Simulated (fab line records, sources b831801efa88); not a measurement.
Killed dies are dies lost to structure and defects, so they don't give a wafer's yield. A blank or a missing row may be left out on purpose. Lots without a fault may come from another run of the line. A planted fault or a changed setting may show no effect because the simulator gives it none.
Problem report in the 8D (eight disciplines) form, filled by code | flow sfq_line | the parts of the form that need people (team, actions taken, sign-off) are left out

1. THE PROBLEM
spin_speed_rpm at SFQ_TRILAYER_R5_LITHO_COAT_136 reads a mean of 2915.2 rpm on 6 wafers of 2 lots; wafers without a fault read 2999.9 rpm with a standard deviation of 2. That is -42 standard deviations from the usual mean.
The step: resist thk 600 nm.
First seen on wafer L771.1, day 60 00:59, on litho_track-03. The record holds 18 wafers of 6 lots with a number at this step. Rule for "out", or "out of limits": more than 4 standard deviations from the usual mean. The other wafers with a number count as sound.

2. WHAT IT IS AND WHAT IT IS NOT
question                    | is                     | is not
which readings at this step | spin_speed_rpm         | -
which lots                  | L771, L772             | L760, L765, L778, L780
which wafers of those lots  | all that have a number | -
read on which tools         | litho_track-03         | litho_track-02, litho_track-04
when                        | from day 60 00:59      | up to then (6 sound wafers); but 6 sound wafers of L778, L780 came after

3. SUSPECTS, AND WHAT RULES EACH OUT
Counting: a tool at a process step up to the reading stays a suspect if it ran every lot that is out and no sound lot after the first of them.
- rie_metal-03 at SFQ_TRILAYER_M5_STRIP_STRIP_127 (strips in O2): ruled out as a lasting fault. Sound lots L780 ran on it after its first lot that is out, L771 (day 59 17:40).
- litho_track-03 at SFQ_TRILAYER_R5_LITHO_COAT_136 (resist thk 600 nm): kept. It ran every lot that is out, first L771 (day 60 00:59), and no sound lot after that; its last sound lot up to then is L760 (day 57 00:42). Its own readings are out on those wafers: spin_speed_rpm.
Left after counting: litho_track-03 at SFQ_TRILAYER_R5_LITHO_COAT_136.

4. THE CAUSE (what the simulator had put in)
Process parameter drift: litho_track-03, from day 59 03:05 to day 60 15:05, at SFQ_TRILAYER_R5_LITHO_COAT_136. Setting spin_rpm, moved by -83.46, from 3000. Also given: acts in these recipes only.
Counting left only this tool.

5. THE CHAIN OF EFFECTS, in route order
Each row: a reading whose mean over the struck wafers that have a number lies more than 3 standard deviations from the usual. Only readings for which the record gives a usual standard deviation are gone through. hours: the time from each lot's start at the first step in this table that gives one to its start at this step, as a median over the lots. sigmas: the change in usual standard deviations.
hours | step                           | reading        | usual      | on struck wafers | change | sigmas
0     | SFQ_TRILAYER_R5_LITHO_COAT_136 | spin_speed_rpm | 2999.9 rpm | 2915.2           | -84.7  | -42
The process steps in it:
- SFQ_TRILAYER_R5_LITHO_COAT_136: resist thk 600 nm.
Later measuring or inspecting steps at which every struck wafer that the step has a row for has a number for every such reading, and none has moved that far: SFQ_R5_OVL_MEAS_935.

6. WHAT WOULD HAVE CAUGHT IT SOONER
In this record the first reading out of limits was taken at day 60 00:59, 22 hours after the fault began at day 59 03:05.
